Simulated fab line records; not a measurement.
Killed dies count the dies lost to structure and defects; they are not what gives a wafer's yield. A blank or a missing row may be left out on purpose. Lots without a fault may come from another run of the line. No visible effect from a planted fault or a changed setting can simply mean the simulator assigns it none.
What tool caused it? + flow gf180mcu + 21 wafers from 7 lots sampled at 4 of the route's 602 steps

WHAT THE GAUGES READ, wafer by wafer
GF_V1_CD_MEAS_14: target cd 260 nm.
| lot  | measured     | on        | cd_nm (nm)        |
|------|--------------|-----------|-------------------|
| L104 | day 18 21:28 | cd_sem-01 | 260.1 261.6 260.9 |
| L105 | day 19 09:41 | cd_sem-01 | 257.9 257.7 258.6 |
| L108 | day 20 16:11 | cd_sem-01 | 261.2 262.3 261.1 |
| L110 | day 20 21:53 | cd_sem-01 | 260.8 260.9 260.9 |
| L114 | day 22 17:26 | cd_sem-01 | 259.8 259.1 257.8 |
| L120 | day 24 12:20 | cd_sem-01 | 259.3 260.4 259.6 |
| L123 | day 25 08:34 | cd_sem-02 | - - -             |

EACH LOT AND THE TOOL THAT RAN IT (in order: tool; ch and the chambers of the sampled wafers; start)
| lot  | GF_CONTACT_CMP_27             | GF_M1_SPUTTER_00             | GF_V1_PEB_12                      |
|------|-------------------------------|------------------------------|-----------------------------------|
| L104 | cmp-01 ch 0,2,3, day 16 20:38 | pvd_sputter-04, day 16 20:56 | litho_track-01 ch 0, day 18 21:07 |
| L105 | cmp-02 ch 0,3, day 17 08:08   | pvd_sputter-03, day 17 08:26 | litho_track-04 ch 0, day 19 09:21 |
| L108 | cmp-02 ch 2,3, day 18 16:49   | pvd_sputter-01, day 18 17:04 | litho_track-02 ch 0, day 20 15:50 |
| L110 | cmp-02 ch 0,1,2, day 18 21:06 | pvd_sputter-01, day 18 21:21 | litho_track-01 ch 0, day 20 21:32 |
| L114 | cmp-02 ch 0,1, day 20 14:15   | pvd_sputter-01, day 20 14:33 | litho_track-01 ch 0, day 22 17:05 |
| L120 | cmp-02 ch 0,1,3, day 22 13:20 | pvd_sputter-04, day 22 13:32 | litho_track-01 ch 0, day 24 11:59 |
| L123 | cmp-02 ch 0,2,3, day 23 08:41 | pvd_sputter-04, day 23 08:59 | litho_track-04, day 25 08:13      |
- GF_CONTACT_CMP_27: polishes, stops on SiO2, t overpolish 15 s, target thk 0 nm.
- GF_M1_SPUTTER_00: material Ti, target thk 37.5 nm, time 150 s.
- GF_V1_PEB_12: peb time 90 s.

THE ANSWER, worked out from the rows above alone
Rule: the lots themselves supply what counts as usual. Put in order of their means at a reading, lots are off if they are a third of the lots or fewer, leave a main group of 4 or more, and stand apart from it by a gap of 3 or more times the standard deviation of the main group's means; of several such gaps the widest counts. The tables above print the reading to a certain number of digits; a main group whose means all agree to those digits is not used. A lot without any number at a reading at which 4 lots or more have one is off too. All remaining lots with rows at the step are treated as sound.
Off: L123, at GF_V1_CD_MEAS_14 (cd_nm). Without a number there: L123. Mean 260.0 nm and standard deviation 1.2 in the main group.
If a tool, at a process step before that reading, ran all the lots that are off and no sound lot after the first of them, it fits. The gauges at GF_V1_CD_MEAS_14 are tried like those tools. Can't be told from this: 4 tools fit, cmp-02 at GF_CONTACT_CMP_27, pvd_sputter-04 at GF_M1_SPUTTER_00, litho_track-04 at GF_V1_PEB_12, cd_sem-02 at GF_V1_CD_MEAS_14.

WHAT HAD BEEN PUT IN BY THE SIMULATOR
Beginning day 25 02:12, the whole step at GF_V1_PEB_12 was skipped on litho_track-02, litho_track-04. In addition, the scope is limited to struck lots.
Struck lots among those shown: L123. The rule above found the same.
